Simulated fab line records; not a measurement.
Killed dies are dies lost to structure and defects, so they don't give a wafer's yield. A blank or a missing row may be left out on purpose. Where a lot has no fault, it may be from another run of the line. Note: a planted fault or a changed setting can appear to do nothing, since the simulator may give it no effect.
Which of the tools did it? / flow gf180mcu / 7 lots, 21 wafers sampled, at 2 steps of a route of 602

## WHAT THE GAUGES SHOWED, per wafer
GF_HV_LDD_TW_MEAS_11.
lot=L667; measured=day 11 04:33; on=filmMetro-02; HV_LDD_TW=2381 2370 2364
lot=L669; measured=day 11 20:08; on=filmMetro-01; HV_LDD_TW=2415 2423 2425
lot=L670; measured=day 12 06:28; on=filmMetro-02; HV_LDD_TW=2370 2371 2377
lot=L675; measured=day 13 13:30; on=filmMetro-04; HV_LDD_TW=2387 2402 2394
lot=L678; measured=day 14 04:46; on=filmMetro-01; HV_LDD_TW=2425 2417 2433
lot=L684; measured=day 16 04:18; on=filmMetro-02; HV_LDD_TW=2377 2387 2367
lot=L686; measured=day 16 18:22; on=filmMetro-04; HV_LDD_TW=30 30 30

## TOOL THAT RAN EACH LOT (tool first, then ch and the chambers of the sampled wafers, then the start)
lot=L667; GF_HV_LDD_IMPLANT_09=implanter-01 ch 0, day 11 04:18
lot=L669; GF_HV_LDD_IMPLANT_09=implanter-01 ch 0, day 11 19:53
lot=L670; GF_HV_LDD_IMPLANT_09=implanter-02 ch 0, day 12 06:14
lot=L675; GF_HV_LDD_IMPLANT_09=implanter-04 ch 0, day 13 13:16
lot=L678; GF_HV_LDD_IMPLANT_09=implanter-04 ch 0, day 14 04:32
lot=L684; GF_HV_LDD_IMPLANT_09=implanter-04 ch 0, day 16 04:03
lot=L686; GF_HV_LDD_IMPLANT_09=implanter-02, day 16 18:09
- GF_HV_LDD_IMPLANT_09

## THE ANSWER, worked out from the rows above alone
Rule: the lots themselves supply what counts as usual. The widest of any qualifying gaps counts: lots, ordered by their means at a reading, are off when they make up no more than a third of the lots, leave a main group of 4 or more, and stand apart from it by 3 or more times the standard deviation of that group's means. The tables above print the reading to a certain number of digits; a main group whose means all agree to those digits is not used. A lot without any number at a reading at which 4 lots or more have one is off too. Where the step has rows for the other lots, those lots are counted as sound.
Off: L686, at GF_HV_LDD_TW_MEAS_11 (HV_LDD_TW). Mean 2394 and standard deviation 22 in the main group.
A tool fits if, at a process step before that reading, it ran every lot that is off, and no sound lot after the first of them. Those tools and the gauges at GF_HV_LDD_TW_MEAS_11 are tried in the same way. This does not decide it: 2 tools fit, namely implanter-02 at GF_HV_LDD_IMPLANT_09 and filmMetro-04 at GF_HV_LDD_TW_MEAS_11.

## WHAT THE SIMULATOR HAD INSERTED
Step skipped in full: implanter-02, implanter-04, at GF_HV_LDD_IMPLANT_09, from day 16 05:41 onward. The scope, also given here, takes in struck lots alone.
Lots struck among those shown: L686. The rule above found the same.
